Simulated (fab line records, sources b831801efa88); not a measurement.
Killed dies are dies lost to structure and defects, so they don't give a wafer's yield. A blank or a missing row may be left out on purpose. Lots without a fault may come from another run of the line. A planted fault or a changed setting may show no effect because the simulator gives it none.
fab line records | flow sky130
record lots=24 wafers=72 last_day=50
route steps=708 shown LI_CONTACT@363 VIA1@478 METAL2@499 METAL3@535 VIA3@576 METAL4@629
lots that met no fault: from a run of the same line without faults
start_h: hours from the record's first day to the start of the lot's first wafer shown | wait_h: hours since the lot's step before | " the same as in the row above | L1.1+2: a row that stands for several wafers | - no value, or no start given | * or withheld: withheld | < > ~ a bound
route shown NAME@n: a module of which the file shows steps, and the number in the route of the first | usual: mean/standard deviation of fault-free wafers | same: alike in all rows | chamber/n: place in a boat | sites: the reading at each site | _std_site: their standard deviation | _edge_site: outer sites' mean less inner sites' | radius_mm: how far each site lies from the wafer's centre | mask NAME#n: copy n | behind: the tool/chamber that last shaped the wafer | hold: why the lot was held/for how many hours/how that ended | device: the transistor (n, p or np) that didn't switch | end of line: the same wafers' tests at the end of the route | a step without rows: its recipe alone | killed: dies lost to structure and defects at the first sort, not the wafer's yield | map: a wafer's dies, x killed, . not, _ none there
set.NAME: the setting as run; set.NAME@STEP: as run at that earlier step | model.NAME: the simulator's own value behind a step, which no gauge read
steps of the route over a sample of lots; a table a step, a row a wafer
services: from which hour (start_h, from the record's first day; less than 0 if before it) a tool's chamber was out of use, for how many hours, and why
## steps
# step SKY_LI_CONTACT_THK_MEAS_01
# recipe reads=PSG_of_LI_CONTACT_HDPCVD_00
# usual LI_CONTACT_HDPCVD_THK=961/11
# columns lot.wafer tool chamber start_h wait_h LI_CONTACT_HDPCVD_THK[nm]
L074.1 film_metro-01 - 649.64 0.1 963
L074.3 " - " " 945
L074.4 " - " " 951
L075.1 film_metro-01 - 650.26 0.1 957
L075.2 " - " " 981
L075.5 " - " " 965
L076.1 film_metro-02 - 666.64 0.1 951
L076.4 " - " " 968
L076.5 " - " " 970
L077.1 film_metro-01 - 674.87 0.1 948
L077.4 " - " " 963
L077.6 " - " " 949
L078.2 film_metro-02 - 677.14 0.1 963
L078.4 " - " " 945
L078.5 " - " " 953
L080.3 film_metro-02 - 695.02 0.1 946
L080.4 " - " " 960
L080.6 " - " " 972
L079.2 film_metro-04 - 699.74 0.1 977
L079.4 " - " " 970
L079.6 " - " " 961
L081.3 film_metro-02 - 722.18 0.1 977
L081.4 " - " " 974
L081.5 " - " " 970
L082.3 film_metro-04 - 723.51 0.1 976
L082.4 " - " " 976
L082.6 " - " " 957
L083.1 film_metro-01 - 726.52 0.1 963
L083.4 " - " " 951
L083.5 " - " " 948
L084.2 film_metro-01 - 733.24 0.1 946
L084.3 " - " " 958
L084.5 " - " " 959
L085.1 film_metro-04 - 745.98 0.1 972
L085.2 " - " " 967
L085.6 " - " " 980
L086.2 film_metro-04 - 753.46 0.1 965
L086.4 " - " " 968
L086.5 " - " " 961
L087.3 film_metro-04 - 759.16 0.1 979
L087.4 " - " " 982
L087.6 " - " " 954
L088.2 film_metro-04 - 760.76 0.1 966
L088.3 " - " " 954
L088.6 " - " " 955
L089.2 film_metro-01 - 769.40 0.1 942
L089.3 " - " " 961
L089.4 " - " " 944
L090.1 film_metro-04 - 775.28 0.1 978
L090.2 " - " " 965
L090.6 " - " " 984
L091.1 film_metro-02 - 784.88 0.1 953
L091.2 " - " " 952
L091.5 " - " " 953
L092.1 film_metro-02 - 795.40 0.1 954
L092.4 " - " " 956
L092.6 " - " " 970
L093.1 film_metro-01 - 801.84 0.1 950
L093.3 " - " " 948
L093.6 " - " " 950
L094.2 film_metro-04 - 802.15 0.1 977
L094.3 " - " " 982
L094.6 " - " " 988
L095.4 film_metro-01 - 808.51 0.0 961
L095.5 " - " " 957
L095.6 " - " " 952
L096.3 film_metro-02 - 814.34 0.1 976
L096.4 " - " " 972
L096.6 " - " " 958
L097.2 film_metro-04 - 826.67 0.1 962
L097.3 " - " " 939
L097.5 " - " " 943
# step SKY_VIA1_SPUTTER_20
# recipe material=TiN target_thk_nm=20 chamber_pressure_pa=5 power_w=4000 time_s=80
# usual throttle_valve_pct=29.8/0.58
# columns lot.wafer tool chamber start_h wait_h throttle_valve_pct
L074.1 pvd_sputter-04 - 794.10 0.0 30.2
L074.3 " - " " 29.9
L074.4 " - " " 29.7
L075.1 pvd_sputter-01 - 795.54 0.0 30.3
L075.2 " - " " 30.0
L075.5 " - " " 30.0
L076.1 pvd_sputter-01 - 811.35 0.0 29.7
L076.4 " - " " 30.0
L076.5 " - " " 30.1
L077.1 pvd_sputter-01 - 816.89 0.0 29.7
L077.4 " - " " 30.0
L077.6 " - " " 30.3
L078.2 pvd_sputter-01 - 819.31 0.0 30.2
L078.4 " - " " 28.5
L078.5 " - " " 30.2
L080.3 pvd_sputter-04 - 838.15 0.0 30.4
L080.4 " - " " 29.8
L080.6 " - " " 30.1
L079.2 pvd_sputter-04 - 841.84 0.0 29.9
L079.4 " - " " 30.1
L079.6 " - " " 30.4
L081.3 pvd_sputter-04 - 864.27 0.0 30.3
L081.4 " - " " 30.1
L081.5 " - " " 29.9
L082.3 pvd_sputter-02 - 864.60 0.0 29.6
L082.4 " - " " 29.8
L082.6 " - " " 29.8
L083.1 pvd_sputter-01 - 865.95 0.0 29.8
L083.4 " - " " 29.9
L083.5 " - " " 29.7
L084.2 pvd_sputter-04 - 874.70 0.0 29.5
L084.3 " - " " 29.9
L084.5 " - " " 30.1
L085.1 pvd_sputter-01 - 885.28 0.0 30.1
L085.2 " - " " 28.2
L085.6 " - " " 29.5
L086.2 pvd_sputter-01 - 893.39 0.0 30.1
L086.4 " - " " 29.9
L086.5 " - " " 28.4
L087.3 pvd_sputter-02 - 898.39 0.0 29.4
L087.4 " - " " 30.1
L087.6 " - " " 29.7
L088.2 pvd_sputter-04 - 899.75 0.0 30.0
L088.3 " - " " 29.6
L088.6 " - " " 29.7
L089.2 pvd_sputter-04 - 907.95 0.0 29.7
L089.3 " - " " 29.6
L089.4 " - " " 30.1
L090.1 pvd_sputter-02 - 914.11 0.0 29.9
L090.2 " - " " 30.2
L090.6 " - " " 30.6
L091.1 pvd_sputter-02 - 921.35 0.0 30.7
L091.2 " - " " 30.2
L091.5 " - " " 29.8
L092.1 pvd_sputter-04 - 931.54 0.0 30.3
L092.4 " - " " 30.1
L092.6 " - " " 30.6
L093.1 pvd_sputter-01 - 937.63 0.0 29.8
L093.3 " - " " 29.9
L093.6 " - " " 30.1
L094.2 pvd_sputter-01 - 939.37 0.0 29.8
L094.3 " - " " 30.2
L094.6 " - " " 29.5
L095.4 pvd_sputter-01 - 943.64 0.0 30.1
L095.5 " - " " 29.8
L095.6 " - " " 29.9
L096.3 pvd_sputter-02 - 950.00 0.0 29.4
L096.4 " - " " 30.6
L096.6 " - " " 30.6
L097.2 pvd_sputter-01 - 960.79 0.0 28.4
L097.3 " - " " 30.5
L097.5 " - " " 30.1
# step SKY_METAL2_OVL_MEAS_16
# usual METAL2_OVL=-1/5.6
# columns lot.wafer tool chamber start_h wait_h METAL2_OVL[nm]
L074.1 overlay-01 - 821.98 0.1 -8
L074.3 " - " " -11
L074.4 " - " " -5
L075.1 overlay-02 - 822.92 0.1 3
L075.2 " - " " 2
L075.5 " - " " -1
L076.1 overlay-02 - 837.96 0.1 -3
L076.4 " - " " -6
L076.5 " - " " -7
L077.1 overlay-01 - 844.53 0.1 -5
L077.4 " - " " -4
L077.6 " - " " -4
L078.2 overlay-01 - 846.28 0.1 -9
L078.4 " - " " -11
L078.5 " - " " -9
L080.3 overlay-02 - 865.13 0.1 3
L080.4 " - " " -2
L080.6 " - " " 7
L079.2 overlay-02 - 868.49 0.1 2
L079.4 " - " " -8
L079.6 " - " " -3
L081.3 overlay-01 - 891.73 0.1 2
L081.4 " - " " 0
L081.5 " - " " 4
L082.3 overlay-02 - 891.74 0.1 5
L082.4 " - " " 2
L082.6 " - " " 2
L083.1 overlay-02 - 893.26 0.1 -2
L083.4 " - " " 10
L083.5 " - " " 8
L084.2 overlay-02 - 901.88 0.1 -4
L084.3 " - " " -3
L084.5 " - " " 2
L085.1 overlay-01 - 911.86 0.1 -3
L085.2 " - " " 4
L085.6 " - " " -5
L086.2 overlay-01 - 919.54 0.1 -12
L086.4 " - " " -4
L086.5 " - " " -12
L087.3 overlay-02 - 923.93 0.1 7
L087.4 " - " " 0
L087.6 " - " " -1
L088.2 overlay-02 - 924.94 0.1 3
L088.3 " - " " 8
L088.6 " - " " 7
L089.2 overlay-01 - 933.23 0.1 -4
L089.3 " - " " 0
L089.4 " - " " -2
L090.1 overlay-02 - 940.16 0.1 6
L090.2 " - " " -12
L090.6 " - " " -7
L091.1 overlay-02 - 946.67 0.1 -7
L091.2 " - " " -2
L091.5 " - " " -4
L092.1 overlay-02 - 957.03 0.1 3
L092.4 " - " " 0
L092.6 " - " " -4
L093.1 overlay-02 - 962.88 0.1 10
L093.3 " - " " 2
L093.6 " - " " 6
L094.2 overlay-01 - 964.18 0.1 0
L094.3 " - " " -8
L094.6 " - " " -10
L095.4 overlay-01 - 968.65 0.1 -3
L095.5 " - " " -4
L095.6 " - " " -8
L096.3 overlay-02 - 975.04 0.1 -1
L096.4 " - " " 14
L096.6 " - " " 0
L097.2 overlay-01 - 985.83 0.1 -3
L097.3 " - " " -8
L097.5 " - " " -4
# step SKY_METAL3_SPUTTER_03
# recipe material=Ti target_thk_nm=5 power_w=3000 time_s=3.3 chamber_pressure_pa=0.4
# usual throttle_valve_pct=30.2/0.79
# columns lot.wafer tool chamber start_h wait_h throttle_valve_pct
L074.1 pvd_sputter-01 - 851.65 0.0 30.1
L074.3 " - " " 28.4
L074.4 " - " " 29.8
L075.1 pvd_sputter-01 - 852.63 0.0 29.6
L075.2 " - " " 30.2
L075.5 " - " " 28.3
L076.1 pvd_sputter-03 - 867.54 0.0 31.1
L076.4 " - " " 30.7
L076.5 " - " " 31.2
L077.1 pvd_sputter-03 - 874.82 0.0 31.2
L077.4 " - " " 30.8
L077.6 " - " " 30.5
L078.2 pvd_sputter-03 - 875.76 0.0 30.8
L078.4 " - " " 31.4
L078.5 " - " " 30.7
L080.3 pvd_sputter-03 - 894.57 0.0 30.7
L080.4 " - " " 30.6
L080.6 " - " " 31.4
L079.2 pvd_sputter-02 - 897.41 0.0 29.5
L079.4 " - " " 29.9
L079.6 " - " " 29.3
L081.3 pvd_sputter-02 - 919.86 0.0 30.7
L081.4 " - " " 30.4
L081.5 " - " " 29.8
L082.3 pvd_sputter-01 - 920.17 0.0 30.1
L082.4 " - " " 28.4
L082.6 " - " " 29.8
L083.1 pvd_sputter-02 - 920.72 0.0 30.1
L083.4 " - " " 29.5
L083.5 " - " " 29.9
L084.2 pvd_sputter-03 - 929.96 0.0 30.6
L084.3 " - " " 30.8
L084.5 " - " " 31.5
L085.1 pvd_sputter-03 - 939.45 0.0 31.3
L085.2 " - " " 30.6
L085.6 " - " " 30.8
L086.2 pvd_sputter-01 - 947.52 0.0 30.3
L086.4 " - " " 28.5
L086.5 " - " " 30.2
L087.3 pvd_sputter-02 - 951.59 0.0 29.9
L087.4 " - " " 30.0
L087.6 " - " " 29.9
L088.2 pvd_sputter-02 - 952.52 0.0 30.0
L088.3 " - " " 30.0
L088.6 " - " " 29.9
L089.2 pvd_sputter-03 - 960.09 0.0 31.6
L089.3 " - " " 31.0
L089.4 " - " " 30.5
L090.1 pvd_sputter-02 - 967.68 0.0 29.4
L090.2 " - " " 30.2
L090.6 " - " " 29.6
L091.1 pvd_sputter-01 - 973.57 0.0 29.9
L091.2 " - " " 29.8
L091.5 " - " " 30.4
L092.1 pvd_sputter-03 - 983.34 0.0 31.4
L092.4 " - " " 31.3
L092.6 " - " " 30.6
L093.1 pvd_sputter-02 - 989.21 0.0 29.8
L093.3 " - " " 30.5
L093.6 " - " " 29.3
L094.2 pvd_sputter-01 - 991.51 0.0 29.9
L094.3 " - " " 28.6
L094.6 " - " " 29.8
L095.4 pvd_sputter-02 - 994.77 0.0 29.3
L095.5 " - " " 29.8
L095.6 " - " " 30.7
L096.3 pvd_sputter-01 - 1001.80 0.0 29.7
L096.4 " - " " 28.6
L096.6 " - " " 28.3
L097.2 pvd_sputter-01 - 1012.38 0.0 30.3
L097.3 " - " " 28.0
L097.5 " - " " 28.6
# step SKY_VIA3_BOW_MEAS_03
# recipe mode=bow
# usual VIA3_BOW=81/7.9
# columns lot.wafer tool chamber start_h wait_h VIA3_BOW[um]
L074.1 film_metro-04 - 905.51 0.1 86
L074.3 " - " " 72
L074.4 " - " " 79
L075.1 film_metro-04 - 906.11 0.1 79
L075.2 " - " " 86
L075.5 " - " " 86
L076.1 film_metro-02 - 920.36 0.1 82
L076.4 " - " " 83
L076.5 " - " " 80
L077.1 film_metro-01 - 927.82 0.2 90
L077.4 " - " " 89
L077.6 " - " " 93
L078.2 film_metro-01 - 929.90 0.3 70
L078.4 " - " " 72
L078.5 " - " " 76
L080.3 film_metro-02 - 946.61 0.2 83
L080.4 " - " " 88
L080.6 " - " " 93
L079.2 film_metro-04 - 949.18 0.2 70
L079.4 " - " " 91
L079.6 " - " " 68
L081.3 film_metro-01 - 969.99 0.3 83
L081.4 " - " " 84
L081.5 " - " " 90
L082.3 film_metro-02 - 970.95 0.2 83
L082.4 " - " " 83
L082.6 " - " " 80
L083.1 film_metro-02 - 971.92 0.2 67
L083.4 " - " " 66
L083.5 " - " " 79
L084.2 film_metro-04 - 979.94 0.1 79
L084.3 " - " " 71
L084.5 " - " " 77
L085.1 film_metro-01 - 989.76 0.2 74
L085.2 " - " " 84
L085.6 " - " " 66
L086.2 film_metro-02 - 996.80 0.2 83
L086.4 " - " " 85
L086.5 " - " " 89
L087.3 film_metro-04 - 1001.48 0.1 86
L087.4 " - " " 84
L087.6 " - " " 81
L088.2 film_metro-04 - 1002.79 0.2 81
L088.3 " - " " 79
L088.6 " - " " 77
L089.2 film_metro-04 - 1008.44 0.1 79
L089.3 " - " " 92
L089.4 " - " " 91
L090.1 film_metro-02 - 1016.97 0.2 82
L090.2 " - " " 80
L090.6 " - " " 86
L091.1 film_metro-02 - 1023.00 0.1 84
L091.2 " - " " 84
L091.5 " - " " 75
L092.1 film_metro-02 - 1031.08 0.1 76
L092.4 " - " " 74
L092.6 " - " " 69
L093.1 film_metro-02 - 1037.37 0.1 71
L093.3 " - " " 76
L093.6 " - " " 74
L094.2 film_metro-01 - 1038.84 0.2 86
L094.3 " - " " 97
L094.6 " - " " 95
L095.4 film_metro-04 - 1042.68 0.3 80
L095.5 " - " " 95
L095.6 " - " " 96
L096.3 film_metro-02 - 1049.56 0.3 70
L096.4 " - " " 78
L096.6 " - " " 80
L097.2 film_metro-04 - 1059.10 0.1 80
L097.3 " - " " 70
L097.5 " - " " 73
# step SKY_METAL4_CD_MEAS_13
# recipe target_cd_nm=300
# usual cd_nm=299.6/1.4
# columns lot.wafer tool chamber start_h wait_h cd_nm
L074.1 cd_sem-01 - 980.23 - 298.2
L074.3 " - " " 298.5
L074.4 " - " " 299.6
L075.1 cd_sem-02 - 981.51 - 298.9
L075.2 " - " " 299.0
L075.5 " - " " 299.2
L076.1 cd_sem-01 - 994.46 - 298.8
L076.4 " - " " 299.6
L076.5 " - " " 300.4
L077.1 cd_sem-01 - 1002.69 - 296.6
L077.4 " - " " 296.2
L077.6 " - " " 297.4
L078.2 cd_sem-02 - 1003.96 - 300.0
L078.4 " - " " 300.1
L078.5 " - " " 299.8
L080.3 cd_sem-02 - 1020.08 - 299.6
L080.4 " - " " 299.6
L080.6 " - " " 298.7
L079.2 cd_sem-02 - 1023.09 - 301.7
L079.4 " - " " 301.0
L079.6 " - " " 302.0
L081.3 cd_sem-02 - 1040.53 - 298.2
L081.4 " - " " 298.9
L081.5 " - " " 298.5
L082.3 cd_sem-01 - 1042.63 - 299.2
L082.4 " - " " 297.6
L082.6 " - " " 299.3
L083.1 cd_sem-02 - 1044.17 - 300.9
L083.4 " - " " 301.3
L083.5 " - " " 301.0
L084.2 cd_sem-01 - 1050.54 - 302.7
L084.3 " - " " 301.7
L084.5 " - " " 301.3
L085.1 cd_sem-01 - 1058.42 - 299.3
L085.2 " - " " 299.3
L085.6 " - " " 298.7
L086.2 cd_sem-02 - 1066.64 - 297.6
L086.4 " - " " 296.9
L086.5 " - " " 297.8
L087.3 cd_sem-01 - 1071.68 - 300.2
L087.4 " - " " 300.6
L087.6 " - " " 299.9
L088.2 cd_sem-02 - 1071.80 - 299.8
L088.3 " - " " 301.6
L088.6 " - " " 300.8
L089.2 cd_sem-01 - 1076.79 - 298.7
L089.3 " - " " 299.0
L089.4 " - " " 297.0
L090.1 cd_sem-02 - 1085.27 - 300.5
L090.2 " - " " 301.6
L090.6 " - " " 301.3
L091.1 cd_sem-02 - 1089.87 - 298.5
L091.2 " - " " 298.8
L091.5 " - " " 300.1
L092.1 cd_sem-02 - 1097.84 - 300.5
L092.4 " - " " 299.8
L092.6 " - " " 299.4
L093.1 cd_sem-02 - 1103.23 - 298.5
L093.3 " - " " 298.9
L093.6 " - " " 298.8
L094.2 cd_sem-02 - 1104.14 - 300.4
L094.3 " - " " 301.2
L094.6 " - " " 299.0
L095.4 cd_sem-01 - 1108.84 - 299.3
L095.5 " - " " 300.2
L095.6 " - " " 299.3
L096.3 cd_sem-01 - 1113.57 - 299.6
L096.4 " - " " 299.4
L096.6 " - " " 297.8
L097.2 cd_sem-01 - 1123.99 - 299.5
L097.3 " - " " 299.9
L097.5 " - " " 299.0
## services
# columns tool chamber start_h hours kind
pvd_sputter-03 0 829.07 - consumable_replace:kit
pvd_sputter-03 0 829.07 18.0 scheduled_down
pvd_sputter-03 0 829.07 18.0 vent_cycle
pvd_sputter-01 3 832.59 - consumable_replace:kit
pvd_sputter-01 3 832.59 18.0 scheduled_down
pvd_sputter-01 3 832.59 18.0 vent_cycle
pvd_sputter-02 - 840.85 7.5 repair
pvd_sputter-01 - 866.47 1.9 repair
pvd_sputter-01 - 870.52 12.4 repair
pvd_sputter-02 0 917.88 - consumable_replace:kit
pvd_sputter-02 0 917.88 18.0 scheduled_down
pvd_sputter-02 0 917.88 18.0 vent_cycle
pvd_sputter-02 - 928.40 1.7 repair
pvd_sputter-04 0 958.13 - consumable_replace:kit
pvd_sputter-04 0 958.13 18.0 scheduled_down
pvd_sputter-04 0 958.13 18.0 vent_cycle
pvd_sputter-03 - 985.08 0.5 repair
## key
fault none
